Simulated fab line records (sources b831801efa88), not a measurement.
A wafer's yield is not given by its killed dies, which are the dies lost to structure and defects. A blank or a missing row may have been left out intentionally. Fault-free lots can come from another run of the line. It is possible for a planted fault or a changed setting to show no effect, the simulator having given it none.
A lot that was struck, set against a sound lot || flow sky130 || 16 out of 708 route steps
Sound: the wafers L208.2, L208.3, L208.4. Struck: wafer L218.6 (L218.4, L218.5, from the same lot, were not struck and are left out); the cause is given at the end.
Each step with rows lists, per side, the tool, then ch with its chambers, then its first start. Under that, the readings that differ: sound wafers || struck wafers || difference of the means || sigmas: that difference in standard deviations of wafers without a fault.
alike: words and numbers the same on both sides, and readings whose means are apart by under 2 such deviations; not compared: readings that were withheld, readings missing a value for some wafer, numbers with overlapping values and no deviation given by the record, and bounds like >300 which may hide the same value.
A row with sigmas, a row that says differs or no value, or rows on one side alone: a step with any of these is where the two part. Numbers that have no deviation but don't overlap get no sigmas and don't part them. Lack of a reading on every wafer of one side parts them only where that side has two or more wafers.

SKY_CAPM_THK_MEAS_01:
  sound: filmMetro-04 at day 38 01:40; struck: filmMetro-03 at day 41 08:50
  alike: CAPM_CVD_00_THK
SKY_CAPM_SPUTTER_02: material TiN, target thk 200 nm, time 166.7 s.
  sound: pvdSputter-03 at day 38 01:43; struck: pvdSputter-03 at day 41 08:55
  alike: throttleValvePct
SKY_CAPM_RS_MEAS_03: a four-point-probe measurement.
  sound: filmMetro-03 at day 38 01:51; struck: filmMetro-02 at day 41 09:02
  alike: CAPM_TIN_RS
SKY_CAPM_THK_MEAS_04: measures by xrf.
  sound: filmMetro-03 at day 38 01:58; struck: filmMetro-02 at day 41 09:07
  alike: CAPM_TIN_THK
then, 7 steps without rows for these wafers: SKY_CAPM_DEHYDRATE_05 (time 60 s); SKY_CAPM_HMDS_06 (prime time 60 s); SKY_CAPM_COAT_07 (resist thk 1140 nm); SKY_CAPM_SOFTBAKE_08 (time 60 s); SKY_CAPM_EXPOSE_09 (exposes mask CAPM, target cd 1000 nm); SKY_CAPM_PEB_10; SKY_CAPM_DEVELOP_11 (develop time 60 s).
SKY_CAPM_OVL_MEAS_12:
  sound: overlay-01 at day 39 02:56; struck: overlay-01 at day 42 08:17
  alike: CAPM_OVL
SKY_CAPM_METAL_ETCH_13: etches TiN in Cl2/BCl3, stops on SiO2, target depth 220 nm, time 62.9 s.
  sound on rieMetal-03 ch 0,1, day 39 02:58; struck on rieMetal-04 ch 0, day 42 08:20
{"reading": "oesProductAu (a.u.)", "sound": "0.938 0.927 0.945", "struck": 0.917, "difference": -0.020, "sigmas": -3}
{"reading": "rfFwdPowerW (W)", "sound": "889 890 895", "struck": 748, "difference": -143, "sigmas": -43}
{"reading": "model.NOVOLAK_of_CAPM_COAT_07.thkNm (nm)", "sound": "989.1 988.8 992.3", "struck": 1016, "difference": "+26", "sigmas": ""}
{"reading": "model.etch.depthNm (nm)", "sound": "198.2 194.4 200.5", "struck": 190.5, "difference": -7.2, "sigmas": ""}
{"reading": "model.CAPM.featureDepthNm (nm)", "sound": "198.2 194.4 200.5", "struck": 190.5, "difference": -7.2, "sigmas": ""}
  alike: biasW, drypumpMotorCurrentA, throttleValvePct
  not compared: rfHoursCounterH
SKY_CAPM_STRIP_14: strips in O2/N2.
  sound on plasmaAsher-04 ch 0,1, day 39 03:03; struck on plasmaAsher-03 ch 1, day 42 08:25
{"reading": "stripTimeToEndpointS (s)", "sound": "12.61 12.61 12.64", "struck": 12.84, "difference": "+0.22", "sigmas": "+5"}
  alike: drypumpMotorCurrentA, oesProductAu
  not compared: rfHoursCounterH
then, 1 step without rows for these wafers: SKY_CAPM_STRIP_15 (strips in post etch residue remover, time 1200 s).
-- the record jumps here: 7 days lie between the struck wafers' starts before and after (it left off in module CAPM and takes up again in module PAD_OPEN, whose first step shown is number 708 of the route) --
SKY_PAD_OPEN_PROBE_99:
  sound: prober-01 at day 47 01:33; struck: prober-01 at day 49 15:59
{"reading": "hold", "sound": "- - -", "struck": "awaitDispo/3.6h/release", "difference": "no value on the sound wafers", "sigmas": ""}
{"reading": "defectLimitedYield (%)", "sound": "85.6 84.3 83.9", "struck": 1.4, "difference": -83.2, "sigmas": -42}
{"reading": "killedAtOther", "sound": "0 0 0", "struck": 393, "difference": "+393", "sigmas": "+99 or more"}
{"reading": "killedDies", "sound": "71 77 79", "struck": 485, "difference": "+409", "sigmas": "+43"}
  alike: killed_at_M0_to_M3, killed_at_M4_up, killedAtContacts, killedAtFrontEnd, killedOpen, killedShort

WHERE THEY PART
Earliest at SKY_CAPM_METAL_ETCH_13; latest, in this record, at SKY_PAD_OPEN_PROBE_99.

WHY: what had been put in by the simulator
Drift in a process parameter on rieMetal-04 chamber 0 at SKY_CAPM_METAL_ETCH_13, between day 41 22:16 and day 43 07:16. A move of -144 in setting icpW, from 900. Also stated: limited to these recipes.
